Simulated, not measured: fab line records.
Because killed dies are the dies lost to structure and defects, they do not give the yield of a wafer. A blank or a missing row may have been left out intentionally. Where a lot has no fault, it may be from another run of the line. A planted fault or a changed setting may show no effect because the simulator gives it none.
fab line records | flow sky130
record: lots: 13 | wafers: 39 | lastDay: 51
route steps=708 shown LDD_HVP@287 POLY_CUT@314 RES_XHIGH@340 PAD_OPEN@708
lots with no fault: from the same line, run without faults
startH: hours from the record's opening day to when the first of the lot's shown wafers began | waitH: time in hours since the lot's previous step | " same as the row above | L1.1+2: a row that stands for several wafers | - no value present, or no start provided | * or withheld: withheld | < > ~ a bound
route shown NAME@n: names a module that has steps shown in the file, with the first one's number in the route | usual: mean/standard deviation taken from wafers without a fault | same: alike in all rows | chamber/n: place in a boat | sites: the reading at each site | _std_site: the values' standard deviation | _edge_site: inner sites' mean taken away from outer sites' mean | radiusMm: how far each site lies from the wafer's centre | mask NAME#n: copy n | behind: tool/chamber where the wafer was last shaped | hold: what put the lot on hold/how long, in hours/how the hold closed | device: the transistor (n, p or np) that didn't switch | end of line: tests run on the same wafers once the route is complete | a step without rows: its recipe alone | killed: dies lost to structure and defects at the first sort, not the wafer's yield | map: the dies of a wafer, with x for killed, . for not killed, _ for no die there
set.NAME: the setting that was run; set.NAME@STEP: the one run at that earlier step | model.NAME: the simulator's own value behind a step, which no gauge read
steps of the route over a sample of lots; a table a step, a row a wafer
services: when a tool's chamber went out of use (startH, in hours from the record's first day, below 0 if earlier), for how many hours, and the reason
== steps ==
step: SKY_LDD_HVP_STRIP_09
recipe: chemistry: O2/N2 | powerW: 1400 | pressureMtorr: 1500 | platenTempC: withheld | o2FlowSccm: 3000 | n2FlowSccm: 300 | overashFraction: 0.5
usual: drypumpMotorCurrentA: 5.9/0.48 | oesProductAu: 0.409/0.0047 | stripTimeToEndpointS: 4.135/0.014
lot.wafer | tool           | chamber | startH | waitH | drypumpMotorCurrentA | oesProductAu | rfHoursCounterH | stripTimeToEndpointS
L739.1    | plasmaAsher-01 | 0       | 522.20 | 0.1   | 6.4                  | 0.410        | 42              | 4.151
L739.4    | "              | 0       | "      | "     | 6.4                  | 0.403        | -               | 4.124
L739.5    | "              | 1       | "      | "     | 6.5                  | 0.414        | -               | 4.141
L742.1    | plasmaAsher-04 | 1       | 536.68 | 0.1   | 5.6                  | 0.414        | 85              | 4.123
L742.5    | "              | 1       | "      | "     | 5.6                  | 0.410        | -               | 4.102
L742.6    | "              | 0       | "      | "     | 5.5                  | 0.416        | -               | 4.105
L743.1    | plasmaAsher-01 | 1       | 538.25 | 0.1   | 6.5                  | 0.410        | 43              | 4.113
L743.2    | "              | 0       | "      | "     | 6.4                  | 0.409        | 43              | 4.113
L743.3    | "              | 1       | "      | "     | 6.5                  | 0.406        | -               | 4.127
L744.1    | plasmaAsher-04 | 1       | 561.30 | 0.1   | 5.6                  | 0.403        | 88              | 4.124
L744.2    | "              | 0       | "      | "     | 5.5                  | 0.406        | 88              | 4.135
L744.6    | "              | 0       | "      | "     | 5.5                  | 0.409        | -               | 4.131
L745.2    | plasmaAsher-02 | 0       | 564.86 | 0.1   | 5.4                  | 0.413        | 12              | 4.142
L745.5    | "              | 0       | "      | "     | 5.4                  | 0.406        | -               | 4.108
L745.6    | "              | 1       | "      | "     | 5.4                  | 0.410        | -               | 4.111
L746.3    | plasmaAsher-01 | 1       | 577.89 | 0.1   | 6.5                  | 0.409        | -               | 4.126
L746.5    | "              | 0       | "      | "     | 6.4                  | 0.412        | -               | 4.148
L746.6    | "              | 1       | "      | "     | 6.5                  | 0.409        | -               | 4.138
L748.2    | plasmaAsher-01 | 0       | 584.71 | 0.1   | 6.4                  | 0.415        | 48              | 4.147
L748.4    | "              | 0       | "      | "     | 6.4                  | 0.411        | -               | 4.133
L748.6    | "              | 1       | "      | "     | 6.5                  | 0.406        | -               | 4.127
L750.1    | plasmaAsher-04 | 0       | 596.61 | 0.1   | 5.5                  | 0.408        | 91              | 4.169
L750.5    | "              | 0       | "      | "     | 5.5                  | 0.410        | -               | 4.150
L750.6    | "              | 1       | "      | "     | 5.6                  | 0.405        | -               | 4.124
L752.1    | plasmaAsher-02 | 0       | 632.71 | 0.1   | 5.5                  | 0.401        | 19              | 4.153
L752.4    | "              | 1       | "      | "     | 5.4                  | 0.421        | -               | 4.117
L752.5    | "              | 1       | "      | "     | 5.4                  | 0.417        | -               | 4.127
L753.1    | plasmaAsher-01 | 0       | 633.28 | 0.1   | 6.4                  | 0.401        | 53              | 4.138
L753.4    | "              | 1       | "      | "     | 6.5                  | 0.413        | -               | 4.137
L753.6    | "              | 0       | "      | "     | 6.4                  | 0.410        | -               | 4.124
L760.1    | plasmaAsher-01 | 0       | 690.13 | 0.1   | 6.4                  | 0.406        | 59              | 4.133
L760.2    | "              | 1       | "      | "     | 6.5                  | 0.415        | 59              | 4.139
L760.5    | "              | 1       | "      | "     | 6.5                  | 0.406        | -               | 4.152
L761.4    | plasmaAsher-02 | 0       | 695.53 | 0.1   | 5.4                  | 0.411        | -               | 4.149
L761.5    | "              | 1       | "      | "     | 5.4                  | 0.406        | -               | 4.164
L761.6    | "              | 0       | "      | "     | 5.4                  | 0.412        | -               | 4.145
L762.1    | plasmaAsher-04 | 1       | 705.83 | 0.1   | 5.6                  | 0.414        | 103             | 4.126
L762.4    | "              | 1       | "      | "     | 5.6                  | 0.417        | -               | 4.138
L762.6    | "              | 0       | "      | "     | 5.5                  | 0.402        | -               | 4.137
step: SKY_POLY_CUT_DEVELOP_07
recipe: developTimeS: 60 | resist: KrF-thick | devTempC: 21
usual: developerTempC: 21.00/0.097
lot.wafer | tool          | chamber | startH | waitH | developerTempC
L739.1    | lithoTrack-03 | 0       | 584    | -     | 20.88
L739.4    | "             | 0       | "      | "     | 20.92
L739.5    | "             | 0       | "      | "     | 20.99
L742.1    | lithoTrack-02 | 0       | 600    | -     | 20.92
L742.5    | "             | 0       | "      | "     | 20.98
L742.6    | "             | 0       | "      | "     | 20.99
L743.1    | lithoTrack-02 | 0       | 601    | -     | 21.06
L743.2    | "             | 0       | "      | "     | 20.97
L743.3    | "             | 0       | "      | "     | 21.07
L744.1    | lithoTrack-01 | 0       | 623    | -     | 21.03
L744.2    | "             | 0       | "      | "     | 20.90
L744.6    | "             | 0       | "      | "     | 21.02
L745.2    | lithoTrack-03 | 0       | 626    | -     | 21.11
L745.5    | "             | 0       | "      | "     | 21.00
L745.6    | "             | 0       | "      | "     | 21.08
L746.3    | lithoTrack-01 | 0       | 639    | -     | 20.93
L746.5    | "             | 0       | "      | "     | 20.91
L746.6    | "             | 0       | "      | "     | 21.00
L748.2    | lithoTrack-01 | 0       | 645    | -     | 20.89
L748.4    | "             | 0       | "      | "     | 21.02
L748.6    | "             | 0       | "      | "     | 21.10
L750.1    | lithoTrack-01 | 0       | 658    | -     | 21.74
L750.5    | "             | 0       | "      | "     | 21.76
L750.6    | "             | 0       | "      | "     | 21.75
L752.1    | lithoTrack-01 | 0       | 692    | -     | 21.82
L752.4    | "             | 0       | "      | "     | 22.07
L752.5    | "             | 0       | "      | "     | 21.94
L753.1    | lithoTrack-02 | 0       | 694    | -     | 21.17
L753.4    | "             | 0       | "      | "     | 21.03
L753.6    | "             | 0       | "      | "     | 21.00
L760.1    | lithoTrack-02 | 0       | 748    | -     | 20.94
L760.2    | "             | 0       | "      | "     | 20.92
L760.5    | "             | 0       | "      | "     | 20.98
L761.4    | lithoTrack-02 | 0       | 755    | -     | 20.90
L761.5    | "             | 0       | "      | "     | 20.97
L761.6    | "             | 0       | "      | "     | 20.97
L762.1    | lithoTrack-03 | 0       | 764    | -     | 21.17
L762.4    | "             | 0       | "      | "     | 21.10
L762.6    | "             | 0       | "      | "     | 21.02
step: SKY_POLY_CUT_CD_MEAS_08
recipe: targetCdNm: 270
usual: cdNm: 270.6/1.4
lot.wafer | tool     | chamber | startH | waitH | cdNm
L739.1    | cdSem-02 | -       | 584.22 | -     | 270.6
L739.4    | "        | -       | "      | "     | 269.6
L739.5    | "        | -       | "      | "     | 270.5
L742.1    | cdSem-02 | -       | 600.50 | -     | 270.2
L742.5    | "        | -       | "      | "     | 271.5
L742.6    | "        | -       | "      | "     | 269.3
L743.1    | cdSem-01 | -       | 602.05 | -     | 269.4
L743.2    | "        | -       | "      | "     | 270.7
L743.3    | "        | -       | "      | "     | 270.6
L744.1    | cdSem-01 | -       | 623.54 | -     | 272.9
L744.2    | "        | -       | "      | "     | 272.9
L744.6    | "        | -       | "      | "     | 274.1
L745.2    | cdSem-01 | -       | 626.99 | -     | 272.3
L745.5    | "        | -       | "      | "     | 270.2
L745.6    | "        | -       | "      | "     | 271.5
L746.3    | cdSem-01 | -       | 639.18 | -     | 270.7
L746.5    | "        | -       | "      | "     | 271.3
L746.6    | "        | -       | "      | "     | 269.6
L748.2    | cdSem-01 | -       | 645.91 | -     | 269.8
L748.4    | "        | -       | "      | "     | 270.6
L748.6    | "        | -       | "      | "     | 271.0
L750.1    | cdSem-01 | -       | 658.54 | -     | 273.9
L750.5    | "        | -       | "      | "     | 274.4
L750.6    | "        | -       | "      | "     | 273.2
L752.1    | cdSem-01 | -       | 692.44 | -     | 270.1
L752.4    | "        | -       | "      | "     | 271.2
L752.5    | "        | -       | "      | "     | 270.7
L753.1    | cdSem-01 | -       | 694.90 | -     | 270.2
L753.4    | "        | -       | "      | "     | 271.6
L753.6    | "        | -       | "      | "     | 270.2
L760.1    | cdSem-02 | -       | 748.35 | -     | 270.5
L760.2    | "        | -       | "      | "     | 269.6
L760.5    | "        | -       | "      | "     | 270.4
L761.4    | cdSem-01 | -       | 755.21 | -     | 269.6
L761.5    | "        | -       | "      | "     | 269.0
L761.6    | "        | -       | "      | "     | 269.7
L762.1    | cdSem-01 | -       | 764.47 | -     | 270.8
L762.4    | "        | -       | "      | "     | 269.7
L762.6    | "        | -       | "      | "     | 270.9
step: SKY_RES_XHIGH_STRIP_08
recipe: chemistry: O2/N2 | powerW: 1400 | pressureMtorr: 1500 | platenTempC: withheld | o2FlowSccm: 3000 | n2FlowSccm: 300 | overashFraction: 0.5
usual: drypumpMotorCurrentA: 5.8/0.44 | oesProductAu: 0.711/0.0045 | stripTimeToEndpointS: 14.28/0.035
lot.wafer | tool           | chamber | startH | waitH | drypumpMotorCurrentA | oesProductAu | rfHoursCounterH | stripTimeToEndpointS
L739.1    | plasmaAsher-04 | 1       | 643.11 | 0.1   | 5.6                  | 0.703        | 96              | 14.23
L739.4    | "              | 0       | "      | "     | 5.5                  | 0.714        | -               | 14.26
L739.5    | "              | 0       | "      | "     | 5.5                  | 0.711        | -               | 14.26
L742.1    | plasmaAsher-01 | 0       | 659.16 | 0.1   | 6.4                  | 0.709        | 55              | 14.27
L742.5    | "              | 0       | "      | "     | 6.4                  | 0.715        | -               | 14.30
L742.6    | "              | 1       | "      | "     | 6.4                  | 0.717        | -               | 14.32
L743.1    | plasmaAsher-01 | 0       | 662.00 | 0.1   | 6.4                  | 0.700        | 56              | 14.34
L743.2    | "              | 1       | "      | "     | 6.5                  | 0.701        | 56              | 14.29
L743.3    | "              | 0       | "      | "     | 6.4                  | 0.708        | -               | 14.28
L744.1    | plasmaAsher-01 | 0       | 683.21 | 0.1   | 6.4                  | 0.715        | 58              | 14.31
L744.2    | "              | 1       | "      | "     | 6.4                  | 0.713        | 58              | 14.38
L744.6    | "              | 0       | "      | "     | 6.4                  | 0.712        | -               | 14.33
L745.2    | plasmaAsher-01 | 1       | 685.27 | 0.1   | 6.5                  | 0.713        | 58              | 14.26
L745.5    | "              | 1       | "      | "     | 6.5                  | 0.712        | -               | 14.23
L745.6    | "              | 0       | "      | "     | 6.4                  | 0.715        | -               | 14.27
L746.3    | plasmaAsher-04 | 0       | 697.11 | 0.1   | 5.6                  | 0.712        | -               | 14.29
L746.5    | "              | 0       | "      | "     | 5.6                  | 0.715        | -               | 14.31
L746.6    | "              | 1       | "      | "     | 5.6                  | 0.702        | -               | 14.26
L748.2    | plasmaAsher-04 | 0       | 702.60 | 0.1   | 5.5                  | 0.703        | 102             | 14.28
L748.4    | "              | 1       | "      | "     | 5.6                  | 0.710        | -               | 14.27
L748.6    | "              | 1       | "      | "     | 5.6                  | 0.712        | -               | 14.25
L750.1    | plasmaAsher-04 | 0       | 715.12 | 0.1   | 5.5                  | 0.718        | 103             | 14.23
L750.5    | "              | 1       | "      | "     | 5.6                  | 0.716        | -               | 14.23
L750.6    | "              | 0       | "      | "     | 5.5                  | 0.715        | -               | 14.24
L752.1    | plasmaAsher-01 | 0       | 747.80 | 0.1   | 6.4                  | 0.709        | 64              | 14.26
L752.4    | "              | 0       | "      | "     | 6.4                  | 0.707        | -               | 14.26
L752.5    | "              | 1       | "      | "     | 6.5                  | 0.715        | -               | 14.26
L753.1    | plasmaAsher-02 | 1       | 751.80 | 0.1   | 5.4                  | 0.709        | 29              | 14.25
L753.4    | "              | 0       | "      | "     | 5.4                  | 0.711        | -               | 14.31
L753.6    | "              | 0       | "      | "     | 5.4                  | 0.718        | -               | 14.26
L760.1    | plasmaAsher-02 | 0       | 803.51 | 0.1   | 5.4                  | 0.711        | 34              | 14.29
L760.2    | "              | 1       | "      | "     | 5.4                  | 0.701        | 34              | 14.32
L760.5    | "              | 0       | "      | "     | 5.4                  | 0.717        | -               | 14.26
L761.4    | plasmaAsher-04 | 0       | 809.65 | 0.1   | 5.5                  | 0.708        | -               | 14.28
L761.5    | "              | 1       | "      | "     | 5.7                  | 0.711        | -               | 14.21
L761.6    | "              | 0       | "      | "     | 5.6                  | 0.709        | -               | 14.21
L762.1    | plasmaAsher-01 | 1       | 819.16 | 0.1   | 6.5                  | 0.710        | 72              | 14.36
L762.4    | "              | 1       | "      | "     | 6.5                  | 0.720        | -               | 14.31
L762.6    | "              | 0       | "      | "     | 6.4                  | 0.712        | -               | 14.31
step: SKY_PAD_OPEN_PROBE_99
usual: killed_at_M0_to_M3: 43/6.6 | killed_at_M4_up: 3.1/1.9 | killedAtContacts: 24/5.2 | killedAtFrontEnd: 16/4.5 | killedAtOther: 0.4/0.62 | killedDies: 87/9 | killedOpen: 48/7 | killedShort: 39/6.2
same: grossDies: 492 | killedAtBackSide: 0
lot.wafer | tool      | chamber | startH  | waitH | killed_at_M0_to_M3 | killed_at_M4_up | killedAtContacts | killedAtFrontEnd | killedAtOther | killedDies | killedOpen | killedShort
L743.1    | prober-01 | -       | 1118.81 | 0.1   | 38                 | 6               | 24               | 14               | 0             | 82         | 40         | 42
L743.2    | prober-01 | -       | 1118.86 | 0.1   | 43                 | 2               | 27               | 9                | 0             | 81         | 50         | 31
L743.3    | prober-01 | -       | 1118.91 | 0.2   | 55                 | 2               | 25               | 25               | 0             | 107        | 58         | 49
L742.1    | prober-02 | -       | 1119.45 | 0.1   | 56                 | 2               | 34               | 16               | 1             | 109        | 52         | 57
L742.5    | prober-02 | -       | 1119.65 | 0.2   | 34                 | 2               | 20               | 12               | 0             | 68         | 33         | 35
L742.6    | prober-02 | -       | 1119.70 | 0.2   | 45                 | 7               | 27               | 13               | 0             | 92         | 50         | 42
L744.1    | prober-01 | -       | 1129.34 | 0.1   | 53                 | 2               | 28               | 23               | 0             | 106        | 66         | 39
L744.2    | prober-01 | -       | 1129.39 | 0.1   | 46                 | 4               | 26               | 17               | 0             | 93         | 55         | 38
L744.6    | prober-01 | -       | 1129.59 | 0.2   | 36                 | 1               | 22               | 14               | 1             | 74         | 36         | 37
L748.2    | prober-02 | -       | 1146.57 | 0.1   | 36                 | 3               | 19               | 16               | 0             | 74         | 36         | 38
L748.4    | prober-02 | -       | 1146.67 | 0.2   | 38                 | 9               | 22               | 16               | 0             | 85         | 47         | 38
L748.6    | prober-02 | -       | 1146.77 | 0.2   | 40                 | 2               | 21               | 15               | 0             | 78         | 54         | 24
L750.1    | prober-02 | -       | 1152.15 | 0.1   | 43                 | 0               | 32               | 14               | 2             | 91         | 49         | 41
L750.5    | prober-02 | -       | 1152.35 | 0.2   | 48                 | 2               | 26               | 19               | 1             | 96         | 48         | 47
L750.6    | prober-02 | -       | 1152.40 | 0.2   | 44                 | 4               | 28               | 22               | 0             | 98         | 56         | 42
killed by level:class
L743.1 CONTACT:geometricParticle:open=12 VIA1:geometricParticle:open=9 FIELD_ISO:geometricParticle:short=8 LOCAL_INTERCONNECT:geometricParticle:short=5 VIA3:geometricParticle:open=5 VIA1:geometricParticle:short=4 METAL1:geometricParticle:short=4 METAL2:geometricParticle:short=4
L743.2 VIA1:geometricParticle:open=12 CONTACT:geometricParticle:open=9 LI_CONTACT:geometricParticle:open=8 CONTACT:geometricParticle:short=7 METAL1:geometricParticle:short=7 VIA3:geometricParticle:open=6 METAL2:geometricParticle:short=5 VIA2:geometricParticle:open=5
L743.3 VIA1:geometricParticle:open=13 CONTACT:geometricParticle:open=11 VIA1:geometricParticle:short=9 POLY_GATE:geometricParticle:open=7 POLY_GATE:geometricParticle:short=6 VIA3:geometricParticle:open=6 FIELD_ISO:geometricParticle:open=5 METAL2:geometricParticle:short=5
L742.1 CONTACT:geometricParticle:open=11 VIA3:geometricParticle:open=10 CONTACT:geometricParticle:short=9 VIA1:geometricParticle:open=9 VIA3:geometricParticle:short=8 METAL1:geometricParticle:short=8 VIA2:geometricParticle:open=7 LOCAL_INTERCONNECT:geometricParticle:short=7
L742.5 METAL1:geometricParticle:short=8 VIA1:geometricParticle:open=8 LI_CONTACT:geometricParticle:open=7 CONTACT:geometricParticle:open=5 POLY_GATE:geometricParticle:short=4 LOCAL_INTERCONNECT:geometricParticle:short=4 VIA1:geometricParticle:short=4 VIA2:geometricParticle:open=4
L742.6 CONTACT:geometricParticle:open=10 METAL1:geometricParticle:short=9 VIA3:geometricParticle:open=7 VIA1:geometricParticle:open=6 LI_CONTACT:geometricParticle:open=5 LOCAL_INTERCONNECT:geometricParticle:short=5 VIA2:geometricParticle:short=5 POLY_GATE:geometricParticle:open=4
L744.1 VIA1:geometricParticle:open=15 VIA3:geometricParticle:open=10 LI_CONTACT:geometricParticle:open=9 VIA2:geometricParticle:open=8 FIELD_ISO:geometricParticle:short=7 CONTACT:geometricParticle:short=7 CONTACT:geometricParticle:open=7 POLY_GATE:geometricParticle:open=5
L744.2 VIA1:geometricParticle:open=13 VIA2:geometricParticle:open=10 CONTACT:geometricParticle:short=8 POLY_GATE:geometricParticle:open=7 METAL1:geometricParticle:short=7 CONTACT:geometricParticle:open=7 LOCAL_INTERCONNECT:geometricParticle:short=6 FIELD_ISO:geometricParticle:open=4
L744.6 CONTACT:geometricParticle:open=8 METAL1:geometricParticle:short=7 FIELD_ISO:geometricParticle:open=6 METAL2:geometricParticle:short=6 LOCAL_INTERCONNECT:geometricParticle:short=5 METAL3:geometricParticle:short=5 VIA1:geometricParticle:short=5 VIA1:geometricParticle:open=5
L748.2 CONTACT:geometricParticle:open=9 VIA1:geometricParticle:open=9 VIA1:geometricParticle:short=6 POLY_GATE:geometricParticle:short=5 POLY_GATE:geometricParticle:open=4 VIA2:geometricParticle:open=4 METAL1:geometricParticle:short=4 METAL2:geometricParticle:short=4
L748.4 CONTACT:geometricParticle:open=12 VIA1:geometricParticle:open=9 VIA2:geometricParticle:open=7 METAL4:geometricParticle:short=6 FIELD_ISO:geometricParticle:short=5 VIA3:geometricParticle:open=5 FIELD_ISO:geometricParticle:open=4 LOCAL_INTERCONNECT:geometricParticle:short=4
L748.6 CONTACT:geometricParticle:open=11 VIA3:geometricParticle:open=10 VIA2:geometricParticle:open=8 VIA1:geometricParticle:open=7 FIELD_ISO:geometricParticle:open=5 POLY_GATE:geometricParticle:open=5 CONTACT:geometricParticle:short=5 METAL2:geometricParticle:short=5
L750.1 CONTACT:geometricParticle:open=12 VIA1:geometricParticle:open=10 VIA2:geometricParticle:open=9 CONTACT:geometricParticle:short=7 VIA3:geometricParticle:open=6 POLY_GATE:geometricParticle:short=5 LI_CONTACT:geometricParticle:open=5 LI_CONTACT:geometricParticle:short=4
L750.5 VIA1:geometricParticle:open=12 LOCAL_INTERCONNECT:geometricParticle:short=9 CONTACT:geometricParticle:open=8 VIA2:geometricParticle:open=7 POLY_GATE:geometricParticle:short=7 METAL1:geometricParticle:short=7 METAL2:geometricParticle:short=6 VIA3:geometricParticle:open=5
L750.6 CONTACT:geometricParticle:open=14 VIA1:geometricParticle:open=7 VIA2:geometricParticle:open=7 VIA3:geometricParticle:open=7 FIELD_ISO:geometricParticle:short=6 POLY_GATE:geometricParticle:short=6 LI_CONTACT:geometricParticle:open=6 POLY_GATE:geometricParticle:open=5
== services ==
tool           | chamber | startH | hours | kind
plasmaAsher-01 | -       | 499.69 | 2.2   | repair
plasmaAsher-04 | -       | 508.81 | 2.3   | repair
lithoTrack-01  | -       | 535.11 | -     | consumableReplace:filter
plasmaAsher-01 | -       | 568.57 | 0.5   | repair
plasmaAsher-04 | -       | 585.79 | 2.8   | pm
plasmaAsher-01 | -       | 638.94 | 0.8   | repair
plasmaAsher-02 | -       | 655.33 | 14.6  | pm
plasmaAsher-04 | -       | 710.14 | 1.0   | repair
plasmaAsher-04 | -       | 733.75 | 9.0   | pm
plasmaAsher-04 | 0       | 733.75 | 9.0   | ventCycle
plasmaAsher-04 | 1       | 733.75 | 9.0   | ventCycle
plasmaAsher-04 | 0       | 742.75 | -     | clean
plasmaAsher-04 | 1       | 742.75 | -     | clean
plasmaAsher-01 | -       | 769.49 | 1.9   | repair
plasmaAsher-01 | -       | 785.53 | 2.8   | pm
== key ==
firstSign: step: SKY_POLY_CUT_DEVELOP_07 | reading: developerTempC | direction: up | sigmas: 8.8 | usual: * | struck: *
effect none on later readings
metAt SKY_POLY_CUT_DEVELOP_07
struckLots L750,L752
testerLeftOut L750,L752
loopTrim: step: SKY_POLY_CUT_EXPOSE_05 | setting: dose | lots: L752
notActingAt SKY_LDD_HVP_STRIP_09,SKY_POLY_CUT_CD_MEAS_08,SKY_RES_XHIGH_STRIP_08
onsetBetween 645 658
fault: kind: processParameterDrift | tool: lithoTrack-01 | chamber: - | onsetH: 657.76 | steps: SKY_POLY_CUT_DEVELOP_07 | channel: devTempC | offset: * | shape: step | endH: 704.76 | actsIn: * | stated: *
testerLeftOut: of these lots the tester's yield and bins aren't shown, on N5 and GAA mostly nor the transistor test; their killed dies are dies lost to structure and defects alone, not to doping, threshold or leakage, so they don't give the yield
loopTrim: a control loop set the setting to another value than it would have without faults
